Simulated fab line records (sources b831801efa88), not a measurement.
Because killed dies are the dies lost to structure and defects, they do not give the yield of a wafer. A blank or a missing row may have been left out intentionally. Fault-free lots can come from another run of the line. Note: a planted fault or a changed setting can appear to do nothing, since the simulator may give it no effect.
A lot that was struck, set against a sound lot -- flow sky130 -- 19 out of 708 route steps
Sound: wafers L753.3, L753.4, L753.5. The struck wafers were L761.1, L761.3, L761.5. Last of all comes the cause.
Order at every step that has rows: each side's tool, ch and its chambers, its first start. Under that, the readings that differ: sound wafers -- struck wafers -- difference of the means -- sigmas: that difference in standard deviations of wafers without a fault.
alike: readings whose means differ by less than 2 such deviations, and words and numbers that are the same on both sides. not compared: withheld readings, readings that some wafer has no value for, bounds like >300 that may hide the same value, and numbers for which the record gives no deviation and whose values overlap.
A row with sigmas, a row that says differs or no value, or rows on one side alone: a step with any of these is where the two part. Numbers that don't overlap but have no deviation are shown without sigmas and don't part them. Lack of a reading on every wafer of one side parts them only where that side has two or more wafers.

first, 1 step without rows for these wafers: SKY_LDD_HVP_IMPLANT_08.
SKY_LDD_HVP_STRIP_09: strips in O2/N2.
  sound on plasma-asher-02 ch 0,1, day 21 11:43; struck on plasma-asher-01 ch 1, day 24 21:49
reading,sound,struck,difference,sigmas
strip-time-to-endpoint-s (s),4.103 4.121 4.129,4.138 4.160 4.157,+0.034,+2
  alike: chamber-pressure-mTorr, drypump-motor-current-A, o2-flow-sccm, oes-product-au
  not compared: rf-hours-counter-h
SKY_LDD_HVP_TW_MEAS_10:
  sound on film-metro-03, day 21 11:48; struck on film-metro-04, day 24 21:55
reading,sound,struck,difference,sigmas
LDD_HVP_TW,469 468 466,454 451 450,-16,-2
then, 7 steps without rows for these wafers: SKY_LDD_LDN_DEHYDRATE_00 (time 60 s); SKY_LDD_LDN_HMDS_01 (prime time 60 s); SKY_LDD_LDN_COAT_02 (resist thk 1140 nm); SKY_LDD_LDN_SOFTBAKE_03 (time 60 s); SKY_LDD_LDN_EXPOSE_04 (exposes mask LDNTM, target cd 700 nm); SKY_LDD_LDN_PEB_05; SKY_LDD_LDN_DEVELOP_06 (develop time 60 s).
SKY_LDD_LDN_OVL_MEAS_07:
  sound on overlay-01, day 22 17:42; struck on overlay-01, day 26 03:02
  alike: LDD_LDN_OVL
following that, these wafers have no rows for 1 step: SKY_LDD_LDN_IMPLANT_08.
SKY_LDD_LDN_IMPLANT_09:
  sound on implanter-01 ch 0, day 22 17:56; struck on implanter-01 ch 0, day 26 03:14
reading,sound,struck,difference,sigmas
implant-ion-amu,75 75 75,31 31 31,-44,
model.implant.rp-nm (nm),12.65 12.65 12.65,22.55 22.55 22.55,+9.90,
model.implant.drp-nm (nm),5.933 5.933 5.933,10.9 10.9 10.9,+5.0,
  alike: dose-ions-cm2
then, 2 steps without rows for these wafers: SKY_LDD_LDN_IMPLANT_10; SKY_LDD_LDN_IMPLANT_11.
SKY_LDD_LDN_STRIP_12: strips in O2/N2.
  sound on plasma-asher-02 ch 0,1, day 22 18:22; struck on plasma-asher-01 ch 0,1, day 26 03:41
  alike: chamber-pressure-mTorr, drypump-motor-current-A, o2-flow-sccm, oes-product-au, strip-time-to-endpoint-s
  not compared: rf-hours-counter-h
SKY_LDD_LDN_TW_MEAS_13:
  sound on film-metro-03, day 22 18:27; struck on film-metro-03, day 26 03:47
reading,sound,struck,difference,sigmas
LDD_LDN_TW,1496 1505 1502,1435 1437 1444,-62,-4
then, 1 step without rows for these wafers: SKY_LDD_LDN_CLEAN_14 (cleans in SC1/SC2, time 150 s).
-- record jumps: 22 days separate the struck wafers' starts on either side; left off in module LDD_LDN, taken up again in module PAD_OPEN, whose first shown step is the route's number 708 --
SKY_PAD_OPEN_PROBE_99:
  sound on prober-01, day 45 16:29; struck on prober-01, day 47 23:47
reading,sound,struck,difference,sigmas
model.etest.tip-sonos.rs-ohm-sq,2592 2552 2585,1898 1902 1937,-664,
model.etest.sonos-uncharged.r-on-ohm-um,825.1 817.2 794.7,762.2 746.7 756.3,-57.3,
model.etest.sonos-programmed.off-log10-a-um,-13.86 -13.9 -13.9,-12.16 -11.26 -12.27,+1.99,
model.etest.sonos-programmed.vt-v (V),1.414 1.364 1.455,1.305 1.223 1.315,-0.130,
model.etest.sonos-baked.vt-v (V),0.8826 0.9168 0.9847,0.8058 0.7798 0.8146,-0.1280,
model.etest.sonos-uncharged.vt-v (V),-0.4227 -0.4242 -0.4563,-0.5748 -0.59 -0.5518,-0.1378,
model.etest.sonos-erased.vt-v (V),-2.239 -2.252 -2.286,-2.328 -2.308 -2.346,-0.068,
  alike: killed_at_M0_to_M3, killed_at_M4_up, killed-at-contacts, killed-at-front-end, killed-at-other, killed-dies, killed-open, killed-short

WHERE THEY PART
First at SKY_LDD_HVP_STRIP_09; last, within this record, at SKY_LDD_LDN_TW_MEAS_13. Later steps at which nothing parts them and some readings are alike: SKY_PAD_OPEN_PROBE_99.

WHY: the cause the simulator had injected
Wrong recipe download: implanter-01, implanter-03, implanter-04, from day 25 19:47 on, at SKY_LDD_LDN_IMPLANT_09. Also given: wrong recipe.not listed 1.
